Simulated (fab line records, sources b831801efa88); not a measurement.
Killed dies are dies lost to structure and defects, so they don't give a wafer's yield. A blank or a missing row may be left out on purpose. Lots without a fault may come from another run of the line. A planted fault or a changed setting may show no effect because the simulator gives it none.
fab line records | flow sky130
record lots=4 wafers=12 last_day=50
route steps=708 shown VIA3@593 METAL4@598 CAP2M@603 PAD_OPEN@708
lots that met no fault: from a run of the same line without faults
start_h: hours from the record's first day to the start of the lot's first wafer shown | wait_h: hours since the lot's step before | " the same as in the row above | L1.1+2: a row that stands for several wafers | - no value, or no start given | * or withheld: withheld | < > ~ a bound
route shown NAME@n: a module of which the file shows steps, and the number in the route of the first | usual: mean/standard deviation of fault-free wafers | same: alike in all rows | chamber/n: place in a boat | sites: the reading at each site | _std_site: their standard deviation | _edge_site: outer sites' mean less inner sites' | radius_mm: how far each site lies from the wafer's centre | mask NAME#n: copy n | behind: the tool/chamber that last shaped the wafer | hold: why the lot was held/for how many hours/how that ended | device: the transistor (n, p or np) that didn't switch | end of line: the same wafers' tests at the end of the route | a step without rows: its recipe alone | killed: dies lost to structure and defects at the first sort, not the wafer's yield | map: a wafer's dies, x killed, . not, _ none there
set.NAME: the setting as run; set.NAME@STEP: as run at that earlier step | model.NAME: the simulator's own value behind a step, which no gauge read
lots at some steps of the route; a table a step, a row a wafer
services: from which hour (start_h, from the record's first day; less than 0 if before it) a tool's chamber was out of use, for how many hours, and why
## steps
# step SKY_VIA3_SPUTTER_20
# recipe material=TiN target_thk_nm=20 chamber_pressure_pa=5 power_w=4000 time_s=80
# step SKY_VIA3_CVD_21
# recipe material=W target_thk_nm=390 time_s=117.31 temp_c=400 pressure_torr=40
# step SKY_VIA3_CMP_24
# recipe stop_on=SiO2 t_overpolish_s=20 down_force_psi=3.5 platen_rpm=60 target_thk_nm=0 pad_velocity_m_s=0.94248
# step SKY_METAL4_SPUTTER_00
# recipe material=Ti target_thk_nm=15 power_w=3000 time_s=10 chamber_pressure_pa=0.4
# step SKY_METAL4_SPUTTER_01
# recipe material=TiN target_thk_nm=20 power_w=6500 time_s=16.7 chamber_pressure_pa=0.4
# step SKY_METAL4_SPUTTER_02
# recipe material=AlCu target_thk_nm=735 power_w=10600 time_s=39.1 chamber_pressure_pa=0.4
# step SKY_METAL4_SPUTTER_03
# recipe material=Ti target_thk_nm=5 power_w=3000 time_s=3.3 chamber_pressure_pa=0.4
# step SKY_METAL4_SPUTTER_04
# recipe material=TiN target_thk_nm=70 power_w=6500 time_s=58.3 chamber_pressure_pa=0.4
# step SKY_CAP2M_CVD_00
# recipe material=SiO2 target_thk_nm=15.5 temp_c=400 time_s=withheld rf_w=450
# step SKY_CAP2M_SPUTTER_02
# recipe material=TiN target_thk_nm=200 temp_c=300 power_w=6500 time_s=166.7 chamber_pressure_pa=0.4
# usual cathode_dc_power_W=6500.0/1.2 throttle_valve_pct=29.6/1
# columns lot.wafer tool chamber start_h wait_h cathode_dc_power_W throttle_valve_pct model.TiN_of_CAP2M_SPUTTER_02.thk_nm
L460.1 pvd_sputter-03 - 948.95 0.1 6499.9 28.1 199.5
L460.2 " - " " 6499.2 28.8 201.9
L460.6 " - " " 6499.5 29.1 198.5
L469.1 pvd_sputter-03 - 1007.13 0.1 5651.4 28.4 173
L469.2 " - " " 5652.0 31.0 172.4
L469.4 " - " " 5650.8 28.6 173.3
L472.2 pvd_sputter-03 - 1025.06 0.0 5650.7 28.3 172.9
L472.4 " - " " 5654.0 31.2 174.1
L472.6 " - " " 5649.7 29.1 171.3
L480.1 pvd_sputter-01 - 1077.83 0.1 6499.2 30.0 199.2
L480.5 " - " " 6497.9 30.0 198.5
L480.6 " - " " 6499.5 29.4 203.1
# step SKY_CAP2M_RS_MEAS_03
# recipe thk_meas_gauge=four-point-probe reads=TiN_of_CAP2M_SPUTTER_02
# usual CAP2M_TIN_RS=6.94/0.083
# columns lot.wafer tool chamber start_h wait_h CAP2M_TIN_RS[ohm/sq]
L460.1 film_metro-01 - 949.06 0.1 6.94
L460.2 " - " " 6.88
L460.6 " - " " 6.98
L469.1 film_metro-03 - 1007.24 0.1 8.02
L469.2 " - " " 8.04
L469.4 " - " " 8.00
L472.2 film_metro-01 - 1025.19 0.1 8.01
L472.4 " - " " 7.99
L472.6 " - " " 8.10
L480.1 film_metro-03 - 1077.94 0.1 6.95
L480.5 " - " " 6.95
L480.6 " - " " 6.79
# step SKY_CAP2M_THK_MEAS_04
# recipe thk_meas_gauge=xrf reads=TiN_of_CAP2M_SPUTTER_02
# usual CAP2M_TIN_THK=200.4/2.6
# columns lot.wafer tool chamber start_h wait_h CAP2M_TIN_THK[nm]
L460.1 film_metro-01 - 949.18 0.1 199.5
L460.2 " - " " 202.7
L460.6 " - " " 198.7
L469.1 film_metro-03 - 1007.36 0.1 172.9
L469.2 " - " " 173.0
L469.4 " - " " 173.8
L472.2 film_metro-01 - 1025.30 0.1 173.8
L472.4 " - " " 175.9
L472.6 " - " " 173.0
L480.1 film_metro-03 - 1078.06 0.1 199.7
L480.5 " - " " 199.1
L480.6 " - " " 203.8
# step SKY_CAP2M_DEHYDRATE_05
# recipe temp_c=200 time_s=60
# step SKY_CAP2M_HMDS_06
# recipe prime_time_s=60 prime_temp_c=120
# step SKY_CAP2M_COAT_07
# recipe resist=NOVOLAK spin_rpm=3000 resist_thk_nm=1140
# step SKY_CAP2M_SOFTBAKE_08
# recipe temp_c=90 time_s=60 resist=NOVOLAK
# step SKY_CAP2M_EXPOSE_09
# recipe mask_id=CAP2M na=0.6 source_shape=conventional sigma_outer=0.6 polarization=unpolarized target_cd_nm=1000 dose_mj=159
# step SKY_CAP2M_PEB_10
# recipe temp_c=withheld time_s=* resist=NOVOLAK
# step SKY_CAP2M_DEVELOP_11
# recipe resist=NOVOLAK developer=TMAH develop_time_s=60 dev_temp_c=23
# step SKY_CAP2M_METAL_ETCH_13
# recipe target_depth_nm=220 stop_on=SiO2 chemistry=Cl2/BCl3 target=TiN pressure_mtorr=10 icp_w=900 bias_w=48.5 Cl2_flow_sccm=60 bcl3_flow_sccm=30 time_s=62.9
# usual bcl3_flow_sccm=30.01/0.089 drypump_motor_current_A=5.83/0.28 oes_product_au=0.939/0.0075 throttle_valve_pct=21.903/0.0093
# columns lot.wafer tool chamber start_h wait_h bcl3_flow_sccm drypump_motor_current_A oes_product_au rf_hours_counter_h throttle_valve_pct
L460.1 rie_metal-03 1 973.59 0.0 29.93 5.79 0.934 8 21.905
L460.2 " 0 " " 30.10 6.04 0.953 7 21.902
L460.6 " 1 " " 30.06 5.81 0.937 - 21.901
L469.1 rie_metal-03 0 1029.49 0.0 29.93 6.00 0.874 10 21.940
L469.2 " 1 " " 30.03 5.80 0.862 11 21.950
L469.4 " 1 " " 30.07 5.81 0.868 - 21.954
L472.2 rie_metal-04 0 1047.54 0.0 29.98 5.95 0.859 16 21.946
L472.4 " 0 " " 30.19 5.93 0.863 - 21.942
L472.6 " 0 " " 30.22 5.94 0.861 - 21.961
L480.1 rie_metal-03 0 1098.44 0.0 30.06 6.00 0.938 14 21.882
L480.5 " 1 " " 29.97 5.80 0.948 - 21.904
L480.6 " 0 " " 30.02 5.99 0.951 - 21.893
# step SKY_CAP2M_STRIP_14
# recipe chemistry=O2/N2 power_w=1400 pressure_mtorr=1500 platen_temp_c=withheld o2_flow_sccm=3000 n2_flow_sccm=300 overash_fraction=0.5
# step SKY_CAP2M_STRIP_15
# recipe chemistry=post_etch_residue_remover time_s=1200 temp_c=72.5
# step SKY_CAP2M_CLEAN_16
# recipe chemistry=IPA time_s=180 temp_c=25
# step SKY_CAP2M_CLEAN_17
# recipe chemistry=O3/DIW dry=n2_spin
# step SKY_METAL4_DEHYDRATE_05
# recipe temp_c=200 time_s=60
# step SKY_METAL4_HMDS_06
# recipe prime_time_s=60 prime_temp_c=120
# step SKY_METAL4_COAT_07
# recipe resist=BARC temp_c=withheld time_s=withheld spin_rpm=3000 resist_thk_nm=60
# step SKY_METAL4_COAT_08
# recipe resist=KrF-thick spin_rpm=3000 resist_thk_nm=1140
# step SKY_METAL4_SOFTBAKE_09
# recipe temp_c=100 time_s=90 resist=KrF-thick
# step SKY_METAL4_EXPOSE_10
# recipe mask_id=MM4 na=0.68 source_shape=annular sigma_inner=0.4 sigma_outer=0.8 target_cd_nm=300 dose_mj=28
# step SKY_METAL4_PEB_11
# recipe peb_temp_c=withheld peb_time_s=withheld resist=KrF-thick
# step SKY_METAL4_DEVELOP_12
# recipe develop_time_s=60 resist=KrF-thick dev_temp_c=21
# step SKY_METAL4_DESCUM_15
# recipe chemistry=O2 source_power_w=150 bias_power_w=0 pressure_mtorr=10 temp_c=40 time_s=8
# step SKY_METAL4_ETCH_16
# recipe chemistry=N2/H2 target=BARC ion_energy_ev=200 bias_w=100 pressure_mtorr=30 n2_flow_sccm=100 h2_flow_sccm=200 icp_w=500 stop_on=SiO2 time_s=88.2 target_depth_a=600
# step SKY_METAL4_ETCH_17
# recipe target=SiO2 stop_on=TiN chemistry=C4F8/O2/Ar source_w=1500 bias_w=1200 pressure_mtorr=40 c4f8_flow_sccm=withheld O2_flow_sccm=6 Ar_flow_sccm=300 time_s=3.9 target_depth_a=150
# step SKY_METAL4_METAL_ETCH_18
# recipe target_depth_a=8450 stop_on=SiO2 over_etch_frac=0.3 time_s=183.1 chemistry=Cl2/BCl3 resist_sidewall_deg=88 pressure_mtorr=10 icp_w=900 bias_w=48.5 Cl2_flow_sccm=60 bcl3_flow_sccm=30
# step SKY_METAL4_STRIP_20
# recipe chemistry=post_etch_residue_remover time_s=1200 temp_c=72.5
# usual temp_c=72.49/0.13
# columns lot.wafer tool chamber start_h wait_h temp_c model.TiN_of_CAP2M_SPUTTER_02.thk_nm
L460.1 wet_bench-01 1 998.58 0.1 72.32 198.7
L460.2 " 1 " " 72.34 201.1
L460.6 " 1 " " 72.60 197.7
L469.1 wet_bench-01 3 1052.28 0.1 72.46 172.2
L469.2 " 3 " " 72.59 171.6
L469.4 " 3 " " 72.33 172.4
L472.2 wet_bench-02 3 1070.33 0.1 72.42 172.1
L472.4 " 3 " " 72.59 173.3
L472.6 " 3 " " 72.30 170.4
L480.1 wet_bench-01 2 1120.29 0.1 72.52 198.3
L480.5 " 2 " " 72.32 197.7
L480.6 " 2 " " 72.41 202.3
# step SKY_PAD_OPEN_PROBE_99
# usual defect_limited_yield=82.1/1.7 killed_at_M0_to_M3=44/6.4 killed_at_M4_up=3.0/1.8 killed_at_contacts=24/5 killed_at_front_end=16/4.3 killed_at_other=0.4/0.76 killed_dies=88/8.6 killed_on_rim=18/4 killed_open=47/7.2 killed_short=40/5.5 sort_bin_3_pad_short=0.9/0.44 sort_bin_5_function=10.6/1.5 sort_bin_6_memory=6.4/1.2 sort_n_pass=404/8.6 sort_yield_pct=82.1/1.7
# same gross_dies=492 killed_at_back_side=0 sort_bin_4_leakage[%]=0 sort_bin_8_speed[%]=0
# columns lot.wafer tool chamber start_h wait_h defect_limited_yield[%] killed_at_M0_to_M3 killed_at_M4_up killed_at_contacts killed_at_front_end killed_at_other killed_dies killed_on_rim killed_open killed_short sort_bin_3_pad_short[%] sort_bin_5_function[%] sort_bin_6_memory[%] sort_n_pass sort_yield_pct[%] model.etest.cap_mim2.plate_ohm_sq model.etest.cap_mim2.bv_v model.etest.cap_mim2.leak_log10_a_cm2
L460.1 prober-02 - 1091.48 0.1 79.9 49 2 22 26 0 99 16 56 42 1.4 13.0 5.7 393 79.9 6.019 12.8 -8.706
L460.2 prober-02 - 1091.53 0.1 82.9 42 4 22 16 0 84 13 32 51 0.8 9.3 6.9 408 82.9 5.975 13.71 -8.993
L460.6 prober-02 - 1091.73 0.2 81.5 52 1 23 14 1 91 20 51 38 1.4 11.2 5.9 401 81.5 6.032 13.69 -8.912
L469.1 prober-01 - 1139.22 0.1 83.5 42 5 21 13 0 81 15 41 39 1.2 8.5 6.7 411 83.5 6.9 13.24 -8.909
L469.2 prober-01 - 1139.27 0.1 84.3 36 4 24 13 0 77 15 39 37 0.8 9.8 5.1 415 84.3 6.865 12.8 -8.565
L469.4 prober-01 - 1139.37 0.2 82.3 42 4 26 13 2 87 21 41 45 1.0 10.2 6.5 405 82.3 6.87 13.13 -8.558
L472.2 prober-02 - 1154.12 0.1 80.7 35 5 28 26 1 95 15 55 38 0.8 11.4 7.1 397 80.7 7.008 13.78 -8.732
L472.4 prober-02 - 1154.22 0.2 83.3 38 3 26 15 0 82 19 38 43 1.2 9.8 5.7 410 83.3 6.922 13.95 -8.856
L472.6 prober-02 - 1154.32 0.2 82.7 44 1 22 18 0 85 23 45 40 1.0 8.3 7.9 407 82.7 6.994 12.97 -8.604
L480.1 prober-02 - 1195.44 0.1 80.1 45 7 23 23 0 98 21 50 48 1.0 10.8 8.1 394 80.1 6.049 14.08 -9.053
L480.5 prober-02 - 1195.64 0.2 80.9 48 5 27 14 0 94 22 46 48 0.6 11.0 7.5 398 80.9 6.122 14.29 -9.138
L480.6 prober-02 - 1195.69 0.2 81.5 43 3 29 16 0 91 17 52 39 1.0 8.9 8.5 401 81.5 5.846 14.06 -9.12
# killed by level:class
L460.1 VIA1:geometric_particle:open=10 POLY_GATE:geometric_particle:short=9 POLY_GATE:geometric_particle:open=8 CONTACT:geometric_particle:open=8 VIA1:geometric_particle:short=8 VIA2:geometric_particle:open=7 LI_CONTACT:geometric_particle:open=6 VIA3:geometric_particle:open=6
L460.2 CONTACT:geometric_particle:short=8 METAL1:geometric_particle:short=8 VIA1:geometric_particle:open=7 METAL2:geometric_particle:short=6 LOCAL_INTERCONNECT:geometric_particle:short=5 CONTACT:geometric_particle:open=5 METAL3:geometric_particle:short=5 FIELD_ISO:geometric_particle:open=4
L460.6 VIA3:geometric_particle:open=11 LI_CONTACT:geometric_particle:open=7 CONTACT:geometric_particle:open=7 VIA1:geometric_particle:open=7 METAL2:geometric_particle:short=7 VIA1:geometric_particle:short=6 VIA3:geometric_particle:short=6 POLY_GATE:geometric_particle:open=5
L469.1 VIA1:geometric_particle:short=10 VIA1:geometric_particle:open=8 CONTACT:geometric_particle:open=7 LI_CONTACT:geometric_particle:open=6 VIA2:geometric_particle:open=6 METAL2:geometric_particle:short=4 CONTACT:geometric_particle:short=4 METAL1:geometric_particle:short=4
L469.2 METAL1:geometric_particle:short=10 VIA1:geometric_particle:open=10 CONTACT:geometric_particle:open=8 POLY_GATE:geometric_particle:short=5 LI_CONTACT:geometric_particle:open=5 VIA2:geometric_particle:open=4 VIA3:geometric_particle:short=4 POLY_GATE:geometric_particle:open=3
L469.4 VIA1:geometric_particle:open=13 CONTACT:geometric_particle:open=9 METAL1:geometric_particle:short=9 LI_CONTACT:geometric_particle:short=6 VIA1:geometric_particle:short=5 VIA3:geometric_particle:open=5 FIELD_ISO:geometric_particle:short=4 CONTACT:geometric_particle:short=4
L472.2 CONTACT:geometric_particle:open=15 VIA1:geometric_particle:open=8 POLY_GATE:geometric_particle:short=7 VIA2:geometric_particle:open=7 LI_CONTACT:geometric_particle:open=6 VIA1:geometric_particle:short=6 FIELD_ISO:geometric_particle:short=5 METAL2:geometric_particle:short=5
L472.4 LI_CONTACT:geometric_particle:open=11 FIELD_ISO:geometric_particle:short=8 CONTACT:geometric_particle:open=7 VIA1:geometric_particle:open=7 METAL1:geometric_particle:short=6 VIA3:geometric_particle:open=5 CONTACT:geometric_particle:short=5 VIA2:geometric_particle:short=5
L472.6 CONTACT:geometric_particle:open=13 VIA2:geometric_particle:open=9 METAL1:geometric_particle:short=7 VIA1:geometric_particle:short=7 CONTACT:geometric_particle:short=6 VIA3:geometric_particle:open=6 FIELD_ISO:geometric_particle:short=5 POLY_GATE:geometric_particle:short=5
L480.1 VIA1:geometric_particle:open=12 METAL1:geometric_particle:short=9 LI_CONTACT:geometric_particle:open=7 CONTACT:geometric_particle:open=7 FIELD_ISO:geometric_particle:open=6 METAL4:geometric_particle:short=6 FIELD_ISO:geometric_particle:short=5 VIA3:geometric_particle:open=5
L480.5 LI_CONTACT:geometric_particle:open=10 VIA2:geometric_particle:short=9 METAL1:geometric_particle:short=7 VIA1:geometric_particle:open=7 FIELD_ISO:geometric_particle:open=6 LI_CONTACT:geometric_particle:short=6 METAL2:geometric_particle:short=6 CONTACT:geometric_particle:open=5
L480.6 VIA1:geometric_particle:open=12 CONTACT:geometric_particle:open=11 METAL1:geometric_particle:short=9 LI_CONTACT:geometric_particle:open=8 VIA2:geometric_particle:open=7 FIELD_ISO:geometric_particle:short=6 CONTACT:geometric_particle:short=5 POLY_GATE:geometric_particle:open=3
## services
# columns tool chamber start_h hours kind
pvd_sputter-03 - 928.79 0.6 repair
pvd_sputter-01 2 951.64 - consumable_replace:kit
pvd_sputter-01 2 951.64 18.0 scheduled_down
pvd_sputter-01 2 951.64 18.0 vent_cycle
wet_bench-02 - 961.64 15.7 repair
rie_metal-04 0 988.36 15.6 repair
pvd_sputter-03 0 989.62 - consumable_replace:kit
pvd_sputter-03 0 989.62 18.0 scheduled_down
pvd_sputter-03 0 989.62 18.0 vent_cycle
pvd_sputter-03 - 999.83 1.9 repair
pvd_sputter-01 - 1008.39 2.2 repair
pvd_sputter-03 - 1029.83 0.6 repair
pvd_sputter-01 1 1030.71 - consumable_replace:kit
pvd_sputter-01 1 1030.71 18.0 scheduled_down
pvd_sputter-01 1 1030.71 18.0 vent_cycle
rie_metal-04 1 1048.15 2.4 repair
wet_bench-01 - 1048.70 2.2 repair
pvd_sputter-03 - 1054.86 1.7 repair
pvd_sputter-03 - 1069.94 2.9 repair
## key
first_sign step=SKY_CAP2M_SPUTTER_02 reading=cathode_dc_power_W direction=down sigmas=99+ usual=6500.0 struck=5651.4
effect step=SKY_CAP2M_RS_MEAS_03 reading=CAP2M_TIN_RS direction=up sigmas=13 usual=6.94 struck=8.03
effect step=SKY_CAP2M_THK_MEAS_04 reading=CAP2M_TIN_THK direction=down sigmas=10 usual=200.4 struck=173.7
effect step=SKY_CAP2M_METAL_ETCH_13 reading=oes_product_au direction=down sigmas=10 usual=0.939 struck=0.865
model_effect step=SKY_CAP2M_SPUTTER_02 value=TiN_of_CAP2M_SPUTTER_02.thk_nm without=199 struck=172.8
model_effect step=SKY_METAL4_STRIP_20 value=TiN_of_CAP2M_SPUTTER_02.thk_nm without=198.1 struck=172
model_effect step=SKY_PAD_OPEN_PROBE_99 value=etest.cap_mim2.plate_ohm_sq without=6.017 struck=6.927
met_at SKY_CAP2M_SPUTTER_02
struck_wafers L469.1,L469.2,L469.4,L472.2,L472.4,L472.6
onset_between 948.95 1007.13
fault kind=process_parameter_drift tool=pvd_sputter-03 chamber=- onset_h=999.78 steps=SKY_CAP2M_SPUTTER_02 channel=power_w offset=* shape=step end_h=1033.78 acts_in=* stated=*
